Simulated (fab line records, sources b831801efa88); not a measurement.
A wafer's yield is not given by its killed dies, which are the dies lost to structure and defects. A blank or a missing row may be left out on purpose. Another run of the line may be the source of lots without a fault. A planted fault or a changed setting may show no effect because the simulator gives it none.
Comparing a struck lot with a sound one | flow sky130 | 15 out of 708 route steps
Sound: these wafers, L488.2, L488.4, L488.5. Struck: wafers L505.4, L505.5 (left out: L505.2, a lot-mate that was not struck); the cause follows at the end.
For every step that has rows: the tool of each side, followed by ch and its chambers, followed by its first start. Under that, the readings that differ: sound wafers | struck wafers | difference of the means | sigmas: that difference in standard deviations of wafers without a fault.
alike: same words and numbers on both sides, and readings whose means sit less than 2 such deviations apart. not compared: any withheld reading, any reading some wafer has no value for, any bound like >300 that may hide the same value, and any number with overlapping values for which the record gives no deviation.
Wherever a step has rows on one side only, a row that says differs or no value, or a row with sigmas, the two part there. Numbers that don't overlap but have no deviation are shown without sigmas and don't part them. A reading that every wafer of one side lacks parts them only if that side has two wafers or more.

SKY_METAL1_STRIP_20: strips in O2/N2.
  sound on plasma-asher-04 ch 0,1, day 34 12:43; struck on plasma-asher-01 ch 0,1, day 39 10:42
  alike: drypump-motor-current-A, o2-flow-sccm, oes-product-au, strip-time-to-endpoint-s
  not compared: rf-hours-counter-h
then, 4 steps without rows for these wafers: SKY_METAL1_STRIP_21 (strips in post etch residue remover, time 1200 s); SKY_METAL1_CLEAN_22 (cleans in IPA, time 180 s); SKY_METAL1_CLEAN_23 (cleans in O3/DIW); SKY_VIA1_HDPCVD_00 (deposits SiO2, target thk 1030 nm, time 171.7 s).
SKY_VIA1_THK_MEAS_01:
  struck on film-metro-03, day 39 11:26; sound on film-metro-03, day 34 13:26
  alike: VIA1_HDPCVD_THK
SKY_VIA1_CMP_02: polishes SiO2.
  sound on cmp-01 ch 2,3, day 34 13:29; struck on cmp-01 ch 0,3, day 39 11:32
  alike: motor-current-A
SKY_VIA1_BOW_MEAS_03:
  struck on film-metro-04, day 39 11:49; sound on film-metro-04, day 34 13:48
  alike: VIA1_BOW
then, 4 steps without rows for these wafers: SKY_VIA1_DEHYDRATE_04 (time 60 s); SKY_VIA1_HMDS_05 (prime time 60 s); SKY_VIA1_COAT_06 (resist thk 60 nm); SKY_VIA1_COAT_07 (resist thk 450 nm).
SKY_VIA1_SOFTBAKE_08: time 90 s.
  sound on litho-track-02 ch 0, day 35 03:00; struck on litho-track-04 ch 0, day 40 00:00
  reading                  | sound                | struck      | difference | sigmas
  heater-power-total-W (W) | 57.36 57.37 57.32    | 67.33 67.21 | +9.92      | +90
  run-length-s (s)         | 119.18 119.44 119.14 | 84.84 84.78 | -34.44     | -99 or more
then, 1 step without rows for these wafers: SKY_VIA1_EXPOSE_09 (exposes mask VIM, target cd 150 nm).
-- the record jumps here: 11 days lie between the struck wafers' starts before and after (it left off in module VIA1 and takes up again in module PAD_OPEN, whose first step shown is number 708 of the route) --
SKY_PAD_OPEN_PROBE_99:
  struck on prober-01, day 50 14:03; sound on prober-02, day 47 02:20
  alike: defect-limited-yield, killed_at_M0_to_M3, killed_at_M4_up, killed-at-contacts, killed-at-front-end, killed-at-other, killed-dies, killed-on-rim, killed-open, killed-short, sort_bin_3_pad_short, sort_bin_5_function, sort_bin_6_memory, sort-n-pass, sort-yield-pct

## WHERE THEY PART
Only at SKY_VIA1_SOFTBAKE_08, as far as this record shows. Later steps at which nothing parts them and some readings are alike: SKY_PAD_OPEN_PROBE_99.

WHY: what the simulator had put in
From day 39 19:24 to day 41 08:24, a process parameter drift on litho-track-04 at SKY_VIA1_SOFTBAKE_08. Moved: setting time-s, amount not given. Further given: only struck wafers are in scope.
